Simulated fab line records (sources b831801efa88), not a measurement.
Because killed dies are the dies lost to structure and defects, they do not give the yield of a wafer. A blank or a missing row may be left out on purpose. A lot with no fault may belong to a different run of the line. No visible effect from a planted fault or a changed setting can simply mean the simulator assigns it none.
Chamber matching -- flow sky130 -- 4 sister chambers for SKY_POLY_GATE_ETCH_17 on rie_si-02
The step etches poly-Si in HBr/Cl2, stops on SiO2, target depth 180 nm, time 70.5 s. 14 wafers are shown with their chamber, then 7 later ones without.

== EACH WAFER AND ITS CHAMBER ==
wafer,chamber,drypump_motor_current_A (A),rf_fwd_power_W (W),throttle_valve_pct (%)
L397.2,0,5.1,395.5,33.680
L397.3,2,5.9,395.9,33.671
L397.5,0,5.2,396.9,33.678
L398.1,0,5.2,394.0,33.685
L398.4,2,5.9,397.2,33.681
L398.5,2,5.8,396.8,33.670
L399.1,3,6.3,398.5,33.670
L399.2,1,5.2,397.8,33.688
L399.5,0,5.2,394.8,33.683
L400.1,3,6.3,397.3,33.685
L400.2,0,5.2,394.8,33.681
L400.6,1,5.2,397.3,33.694
L414.1,0,5.2,396.0,33.678
L414.2,3,6.3,398.1,33.691

SIGNATURES (averages over the wafers above)
reading,chamber 0,chamber 1,chamber 2,chamber 3,scatter within a chamber
drypump_motor_current_A,5.183,5.200,5.867,6.300,0.0387
rf_fwd_power_W,395.333,397.550,396.633,397.967,0.839
throttle_valve_pct,33.68083,33.69100,33.67400,33.68200,0.00604
Rule: distance of a wafer from a chamber = root of the sum over the readings of ((wafer's reading minus chamber's mean) / reading's scatter) squared. The wafer belongs to the nearest chamber; if the next one is less than 2 further off, it can't be placed. How the scatter is found: for the shown wafers, subtract from each reading the mean of its chamber, square and add these, divide the total by (wafers less chambers), then take the root.

== WAFERS WHOSE CHAMBER IS MISSING ==
wafer,drypump_motor_current_A (A),rf_fwd_power_W (W),throttle_valve_pct (%)
L414.4,6.3,398.7,33.691
L417.3,5.2,397.7,33.685
L417.4,5.2,395.0,33.683
L417.5,5.2,397.8,33.683
L418.2,5.2,395.9,33.697
L418.3,5.2,397.0,33.698
L418.4,5.2,396.2,33.692

== THE CHAMBER EACH PASSED THROUGH ==
wafer,from the rows above,in truth
L414.4,3,3
L417.3,can't be placed: 1 or 0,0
L417.4,0,0
L417.5,can't be placed: 1 or 0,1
L418.2,can't be placed: 1 or 0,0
L418.3,1,1
L418.4,can't be placed: 1 or 0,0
3 of 7 placed correctly. Not placeable from these rows: 4 (in 4, the candidates include the true chamber). Placed wrongly: 0.
